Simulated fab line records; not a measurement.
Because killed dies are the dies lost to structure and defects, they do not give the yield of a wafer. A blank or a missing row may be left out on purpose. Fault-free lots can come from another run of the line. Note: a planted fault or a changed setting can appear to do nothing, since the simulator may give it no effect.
Shared-tool check -- flow sky130 -- 11 lots and 33 wafers in the sample

## WHY THIS WAS OPENED
Flagged at SKY_SONOS_TUNNEL_CD_MEAS_07: reading cd-nm, on 2 of 11 lots. Wafers without a fault read 410.7 nm, standard deviation 1.8.
Rule: a lot is flagged in two cases, either no wafer of it has a number, or all its wafers with numbers fall more than 4 standard deviations from that mean. All remaining lots are regarded as sound.

lot,measured,on,"cd-nm (nm), wafer by wafer",flag
L235,day 12 14:55,cd-sem-01,408.2 410.4 409.1,
L236,day 12 20:01,cd-sem-02,412.5 411.6 410.8,
L238,day 13 20:31,cd-sem-02,410.7 410.8 411.2,
L239,day 14 06:59,cd-sem-01,411.7 410.7 411.9,
L242,day 14 20:29,cd-sem-02,410.3 411.6 413.3,
L245,day 15 17:44,cd-sem-02,411.9 411.6 412.3,
L247,day 16 04:37,cd-sem-02,407.2 407.3 407.2,
L248,day 16 08:58,cd-sem-01,411.2 410.6 412.2,
L252,day 17 11:49,cd-sem-01,437.1 434.1 437.4,FLAGGED
L253,day 18 00:29,cd-sem-02,408.8 407.2 408.3,
L255,day 18 12:11,cd-sem-01,437.2 434.2 437.0,FLAGGED
On average the flagged lots' numbers are 436.2 nm, which is +25.5 nm against the usual, or +14 standard deviations.

## EACH LOT AND THE TOOL IT RAN ON
Before the reading, the record contains 3 process steps out of a 708-step route. In each cell: the tool, then ch and the chambers that the sampled wafers went through, then the start.
lot,flag,SKY_FIELD_ISO_ETCH_15,SKY_PWDE_STRIP_09,SKY_SONOS_TUNNEL_COAT_02
L235,,"rie-diel-04 ch 1,2,3, day 2 11:03","plasma-asher-01 ch 0, day 4 06:59","litho-track-01 ch 0, day 12 02:41"
L236,,"rie-diel-03 ch 1,2,3, day 2 16:24","plasma-asher-01 ch 0,1, day 4 11:32","litho-track-01 ch 0, day 12 07:46"
L238,,"rie-diel-04 ch 0,1, day 3 07:17","plasma-asher-02 ch 0,1, day 5 06:53","litho-track-02 ch 0, day 13 07:16"
L239,,"rie-diel-03 ch 2,3, day 3 10:54","plasma-asher-04 ch 0,1, day 5 14:14","litho-track-01 ch 0, day 13 18:23"
L242,,"rie-diel-03 ch 0,2, day 4 00:21","plasma-asher-01 ch 0,1, day 6 01:44","litho-track-02 ch 0, day 14 06:55"
L245,,"rie-diel-03 ch 2,3, day 4 18:45","plasma-asher-04 ch 0,1, day 6 19:28","litho-track-01 ch 0, day 15 04:14"
L247,,"rie-diel-03 ch 0,1,2, day 5 02:48","plasma-asher-04 ch 0,1, day 7 04:05","litho-track-03 ch 0, day 15 15:16"
L248,,"rie-diel-03 ch 0,1,2, day 5 07:15","plasma-asher-02 ch 0,1, day 7 08:17","litho-track-01 ch 0, day 15 19:35"
L252,FLAGGED,"rie-diel-04 ch 2,3, day 6 05:14","plasma-asher-04 ch 0,1, day 8 07:43","litho-track-01 ch 0, day 16 21:37"
L253,,"rie-diel-04 ch 0,1,3, day 6 10:48","plasma-asher-01 ch 0,1, day 8 15:38","litho-track-02 ch 0, day 17 09:52"
L255,FLAGGED,"rie-diel-04 ch 0,3, day 6 19:53","plasma-asher-04 ch 0,1, day 9 01:49","litho-track-01 ch 0, day 17 21:17"
What these steps do:
- SKY_FIELD_ISO_ETCH_15: etches the open film in CHF3/O2, stops on Si, target depth 180 nm, time 72 s.
- SKY_PWDE_STRIP_09: strips in O2/N2.
- SKY_SONOS_TUNNEL_COAT_02: resist thk 1140 nm.
- SKY_SONOS_TUNNEL_CD_MEAS_07: target cd 410 nm.

## FLAGGED AGAINST TOTAL, ONE TOOL AT A TIME (gauges that did the reading follow at the end)
step,tool,lots run,flagged,share of the flagged lots,sound lots run after its first flagged lot
SKY_FIELD_ISO_ETCH_15,rie-diel-03,6,0,none,-
SKY_FIELD_ISO_ETCH_15,rie-diel-04,5,2,all,1 (L253)
SKY_PWDE_STRIP_09,plasma-asher-01,4,0,none,-
SKY_PWDE_STRIP_09,plasma-asher-02,2,0,none,-
SKY_PWDE_STRIP_09,plasma-asher-04,5,2,all,0
SKY_SONOS_TUNNEL_COAT_02,litho-track-01,7,2,all,0
SKY_SONOS_TUNNEL_COAT_02,litho-track-02,3,0,none,-
SKY_SONOS_TUNNEL_COAT_02,litho-track-03,1,0,none,-
SKY_SONOS_TUNNEL_CD_MEAS_07,cd-sem-01,5,2,all,0
SKY_SONOS_TUNNEL_CD_MEAS_07,cd-sem-02,6,0,none,-

## WHAT THE TABLE ALLOWS
4 rows of the table ran every flagged lot: rie-diel-04 at SKY_FIELD_ISO_ETCH_15, plasma-asher-04 at SKY_PWDE_STRIP_09, litho-track-01 at SKY_SONOS_TUNNEL_COAT_02, cd-sem-01 at SKY_SONOS_TUNNEL_CD_MEAS_07.
- rie-diel-04 at SKY_FIELD_ISO_ETCH_15 ran 5 lots, 2 of them flagged. After the first flagged lot (L253), sound lots still ran on it; a lasting fault on the whole tool would not permit that.
- plasma-asher-04 at SKY_PWDE_STRIP_09 ran 5 lots, 2 of them flagged. It ran its last sound lot, L247, at day 7 04:05 and its first flagged lot, L252, at day 8 07:43: a fault with its onset between the two fits.
- litho-track-01 at SKY_SONOS_TUNNEL_COAT_02 ran 7 lots, 2 of them flagged. It ran its last sound lot, L248, at day 15 19:35 and its first flagged lot, L252, at day 16 21:37: a fault with its onset between the two fits.
- cd-sem-01 at SKY_SONOS_TUNNEL_CD_MEAS_07 ran 5 lots, 2 of them flagged. It ran its last sound lot, L248, at day 16 08:58 and its first flagged lot, L252, at day 17 11:49: a fault with its onset between the two fits.
A lot count leaves these 3 tools indistinguishable: every one of them fits a fault beginning at some hour. More lots, or a look at what each step does to the wafer, might.

## WHAT THE SIMULATOR PUT IN
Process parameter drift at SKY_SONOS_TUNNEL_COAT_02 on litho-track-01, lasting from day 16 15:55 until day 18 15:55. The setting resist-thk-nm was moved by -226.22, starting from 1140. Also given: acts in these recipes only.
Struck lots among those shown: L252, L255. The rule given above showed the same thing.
